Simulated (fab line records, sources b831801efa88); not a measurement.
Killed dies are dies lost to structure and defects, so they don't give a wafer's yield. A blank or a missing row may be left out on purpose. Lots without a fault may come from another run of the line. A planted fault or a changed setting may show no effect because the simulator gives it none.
fab line records | flow sfq_line
record lots=14 wafers=42 last_day=91
route steps=325 shown I4@163
lots that met no fault: from a run of the same line without faults
start_h: hours from the record's first day to the start of the lot's first wafer shown | wait_h: hours since the lot's step before | " the same as in the row above | L1.1+2: a row that stands for several wafers | - no value, or no start given | * or withheld: withheld | < > ~ a bound
route shown NAME@n: a module of which the file shows steps, and the number in the route of the first | usual: mean/standard deviation of fault-free wafers | same: alike in all rows | chamber/n: place in a boat | sites: the reading at each site | _std_site: their standard deviation | _edge_site: outer sites' mean less inner sites' | radius_mm: how far each site lies from the wafer's centre | mask NAME#n: copy n | behind: the tool/chamber that last shaped the wafer | hold: why the lot was held/for how many hours/how that ended | device: the transistor (n, p or np) that didn't switch | end of line: the same wafers' tests at the end of the route | a step without rows: its recipe alone | killed: dies lost to structure and defects at the first sort, not the wafer's yield | map: a wafer's dies, x killed, . not, _ none there
set.NAME: the setting as run; set.NAME@STEP: as run at that earlier step | model.NAME: the simulator's own value behind a step, which no gauge read
steps of the route over a sample of lots; a table a step, a row a wafer
services: from which hour (start_h, from the record's first day; less than 0 if before it) a tool's chamber was out of use, for how many hours, and why
## steps
# step SFQ_TRILAYER_I4_DEP_PECVD_099
# recipe material=SiO2 temp_c=150 time_s=111.11 pressure_torr=2.4 rf_w=183.3 precursor=SiH4/N2O target_thk_nm=500
# usual chamber_pressure_Torr=2.400/0.0056 heater_power_w=87/8.2 rf_fwd_power_W=182.5/0.61 throttle_valve_pct=25.3/1.4
# columns lot.wafer tool chamber start_h wait_h chamber_pressure_Torr heater_power_w rf_fwd_power_W throttle_valve_pct
L561.3 pecvd-03 2 1078.87 0.0 2.393 85 182.4 23.6
L561.5 " 1 " " 2.397 80 183.1 26.6
L561.6 " 0 " " 2.402 76 182.9 26.2
L563.4 pecvd-02 2 1084.62 0.0 2.405 83 182.6 26.5
L563.5 " 1 " " 2.395 90 183.0 27.0
L563.6 " 2 " " 2.396 84 182.4 26.3
L565.3 pecvd-03 2 1092.42 0.0 2.391 84 182.8 24.1
L565.4 " 0 " " 2.396 87 182.3 25.9
L565.6 " 1 " " 2.399 88 182.3 26.7
L568.1 pecvd-01 0 1109.98 0.0 2.394 97 182.5 23.9
L568.2 " 2 " " 2.393 82 181.6 23.4
L568.6 " 0 " " 2.401 97 182.4 23.7
L569.2 pecvd-03 2 1143.76 0.0 2.404 86 182.8 24.4
L569.3 " 0 " " 2.394 92 182.8 26.3
L569.5 " 2 " " 2.402 89 182.5 24.1
L571.2 pecvd-03 0 1156.51 0.0 2.400 91 182.5 25.8
L571.4 " 0 " " 2.397 75 182.5 26.3
L571.6 " 1 " " 2.396 75 183.3 27.0
L572.3 pecvd-03 1 1167.45 0.0 2.404 91 182.3 26.7
L572.5 " 2 " " 2.394 95 182.9 23.8
L572.6 " 0 " " 2.404 88 182.3 26.2
L573.1 pecvd-03 2 1174.49 0.0 2.407 95 182.6 24.0
L573.3 " 1 " " 2.406 87 183.2 26.8
L573.4 " 1 " " 2.402 90 182.6 27.0
L574.1 pecvd-02 2 1177.07 0.0 2.409 78 183.1 26.2
L574.2 " 0 " " 2.398 71 181.4 25.5
L574.5 " 1 " " 2.403 78 183.1 27.0
L575.2 pecvd-01 2 1186.90 0.0 2.398 70 182.0 23.6
L575.3 " 0 " " 2.392 97 183.0 24.1
L575.5 " 1 " " 2.408 98 182.9 23.8
L576.3 pecvd-03 2 1191.07 0.0 2.407 84 212.6 23.9
L576.4 " 0 " " 2.400 63 210.9 26.6
L576.6 " 1 " " 2.401 74 211.7 26.9
L579.2 pecvd-03 0 1211.88 0.0 2.401 77 211.9 26.3
L579.3 " 1 " " 2.407 75 212.1 26.6
L579.4 " 0 " " 2.404 80 211.9 26.2
L580.2 pecvd-01 2 1220.33 0.0 2.399 83 182.3 23.7
L580.4 " 2 " " 2.413 70 182.4 23.6
L580.6 " 1 " " 2.397 86 183.5 24.0
L583.2 pecvd-01 0 1246.74 0.0 2.400 90 182.0 24.1
L583.3 " 2 " " 2.401 82 182.4 23.7
L583.5 " 0 " " 2.398 92 182.5 24.1
# step SFQ_TRILAYER_I4_CMP_CMP_100
# recipe material=SiO2 down_force_psi=2.921 platen_rpm=60 pad_velocity_m_s=0.94248
# usual motor_current_A=10.6/1.1 retaining_ring_pressure_frac=1.000/0.005 slurry_filter_dp_kPa=13.50/0.15 time_to_endpoint_s=224/8.5
# columns lot.wafer tool chamber start_h wait_h motor_current_A retaining_ring_pressure_frac slurry_filter_dp_kPa time_to_endpoint_s
L561.3 cmp-02 3 1080.45 1.5 10.7 1.000 13.41 228
L561.5 " 0 " " 11.2 0.999 13.54 225
L561.6 " 1 " " 10.2 1.010 13.44 221
L563.4 cmp-01 0 1084.70 0.0 11.5 1.000 13.57 232
L563.5 " 0 1086.70 2.0 11.4 0.994 13.42 231
L563.6 " 1 " " 9.5 1.003 13.61 223
L565.3 cmp-02 0 1098.88 6.4 11.4 0.995 13.36 217
L565.4 " 1 " " 10.1 1.005 13.65 224
L565.6 " 0 1100.88 8.4 11.1 1.005 13.39 227
L568.2 cmp-01 0 1113.14 3.1 11.0 1.009 13.62 232
L568.1 " 2 1114.14 4.1 8.7 0.996 13.41 221
L568.6 " 3 " " 11.8 0.994 13.47 224
L569.3 cmp-01 0 1150.18 6.4 11.5 1.000 13.44 233
L569.2 " 2 1151.18 7.4 8.9 1.001 13.69 231
L569.5 " 1 1152.68 8.8 10.0 1.007 13.35 232
L571.2 cmp-02 0 1157.93 1.4 11.2 1.000 13.50 227
L571.4 " 1 " " 10.0 1.007 13.53 229
L571.6 " 2 " " 10.8 0.989 13.24 242
L572.3 cmp-01 1 1168.03 0.5 9.1 1.004 13.35 218
L572.6 " 0 1169.53 2.0 11.8 0.993 13.64 235
L572.5 " 1 " " 9.4 1.002 13.30 225
L573.1 cmp-01 3 1174.57 0.0 12.2 1.002 13.30 212
L573.3 " 1 1175.57 1.0 9.8 0.993 13.42 222
L573.4 " 2 " " 9.2 0.999 13.80 224
L574.1 cmp-02 0 1177.64 0.5 10.9 0.998 13.49 225
L574.2 " 2 1178.64 1.5 10.5 1.000 13.34 214
L574.5 " 0 1179.64 2.5 11.2 1.001 13.39 223
L575.3 cmp-02 1 1187.47 0.5 9.9 0.995 13.58 211
L575.2 " 2 " " 10.5 0.995 13.44 211
L575.5 " 0 1188.97 2.0 11.0 0.996 13.46 214
L576.4 cmp-02 2 1191.15 0.0 11.0 1.004 13.36 250
L576.3 " 0 1192.15 1.0 11.1 0.996 13.53 237
L576.6 " 3 1193.65 2.5 10.7 1.005 13.40 254
L579.4 cmp-02 0 1211.95 0.0 11.3 0.996 13.60 254
L579.3 " 1 " " 9.7 1.010 13.74 246
L579.2 " 3 1213.45 1.5 11.1 1.000 13.27 255
L580.4 cmp-02 1 1221.41 1.0 9.8 0.997 13.65 223
L580.2 " 2 " " 11.1 1.001 13.43 220
L580.6 " 3 " " 10.4 1.000 13.35 230
L583.3 cmp-02 3 1248.48 1.7 10.5 1.004 13.42 222
L583.2 " 0 " " 11.5 0.994 13.55 214
L583.5 " 3 1250.48 3.7 10.8 1.001 13.37 219
## services
# columns tool chamber start_h hours kind
pecvd-01 - 1070.61 0.5 repair
cmp-02 - 1070.80 1.6 repair
pecvd-02 0 1072.61 16.8 repair
cmp-02 - 1089.46 4.0 pm
cmp-02 - 1093.46 - consumable_replace:conditioner
cmp-02 - 1093.46 - consumable_replace:pad
cmp-02 - 1095.95 2.4 repair
cmp-01 - 1122.07 4.7 repair
cmp-01 - 1122.55 0.9 repair
cmp-02 - 1142.64 5.3 pm
cmp-01 - 1165.13 0.4 repair
pecvd-02 2 1167.60 5.0 repair
pecvd-01 0 1181.51 4.7 repair
cmp-02 - 1185.41 0.8 repair
pecvd-03 2 1226.38 11.5 repair
cmp-01 - 1232.86 0.8 repair
pecvd-01 - 1243.95 1.5 repair
## key
first_sign step=SFQ_TRILAYER_I4_DEP_PECVD_099 reading=rf_fwd_power_W direction=up sigmas=48 usual=182.5 struck=211.9
effect step=SFQ_TRILAYER_I4_CMP_CMP_100 reading=time_to_endpoint_s direction=up sigmas=3 usual=* struck=* wafers_moved=5
met_at SFQ_TRILAYER_I4_DEP_PECVD_099
struck_lots L576,L579
onset_between 1174.49 1191.07
fault kind=process_parameter_drift tool=pecvd-03 chamber=- onset_h=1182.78 steps=SFQ_TRILAYER_I4_DEP_PECVD_099 channel=rf_w offset=29.328 shape=step end_h=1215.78 acts_in=these_recipes_only stated=183.3
